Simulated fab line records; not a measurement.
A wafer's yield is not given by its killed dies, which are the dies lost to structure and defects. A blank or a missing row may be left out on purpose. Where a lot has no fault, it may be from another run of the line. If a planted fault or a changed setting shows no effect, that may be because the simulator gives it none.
Chamber matching | flow sky130 | hdpcvd-02 running SKY_VIA3_HDPCVD_00: 3 sister chambers
The step deposits SiO2, target thk 1635 nm, time 272.5 s. 14 wafers are shown with their chamber, then 6 later ones without.

WAFERS WITH THEIR CHAMBER
wafer  | chamber | sih4-flow-sccm (sccm)
L254.1 | 1       | 59.82
L254.2 | 2       | 59.94
L254.6 | 1       | 59.89
L255.1 | 2       | 59.89
L255.4 | 1       | 60.19
L255.6 | 2       | 60.04
L257.2 | 2       | 59.94
L257.5 | 2       | 60.09
L257.6 | 1       | 59.85
L260.3 | 2       | 60.00
L260.5 | 0       | 59.84
L260.6 | 2       | 60.19
L263.2 | 1       | 60.25
L263.3 | 2       | 59.82

SIGNATURES, as means of the wafers listed above
reading        | chamber 0 | chamber 1 | chamber 2 | scatter within a chamber
sih4-flow-sccm | 59.8400   | 60.0000   | 59.9887   | 0.154
Rule: for each reading, subtract the chamber's mean from the wafer's reading, divide by that reading's scatter and square the result; add these up over the readings and take the root, which gives the wafer's distance from the chamber. If the next closest chamber is less than 2 further off than the closest, the wafer can't be placed; otherwise it belongs to the closest. The scatter: the root of (the sum of the squares of (reading less its chamber's mean) over the shown wafers, divided by (wafers less chambers)).

WAFERS WHOSE CHAMBER IS MISSING
wafer  | sih4-flow-sccm (sccm)
L263.5 | 60.14
L264.2 | 60.08
L264.4 | 59.79
L267.1 | 59.92
L267.4 | 60.12
L267.5 | 59.68

CHAMBER TAKEN BY EACH
wafer  | from the rows above          | in truth
L263.5 | can't be placed: 1 or 2 or 0 | 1
L264.2 | can't be placed: 1 or 2 or 0 | 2
L264.4 | can't be placed: 0 or 2 or 1 | 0
L267.1 | can't be placed: 2 or 0 or 1 | 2
L267.4 | can't be placed: 1 or 2 or 0 | 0
L267.5 | can't be placed: 0 or 2 or 1 | 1
Correctly placed: 0 of 6. Cannot be placed on the basis of these rows: 6; the candidates contain the true chamber in 6. Wrongly placed: 0.
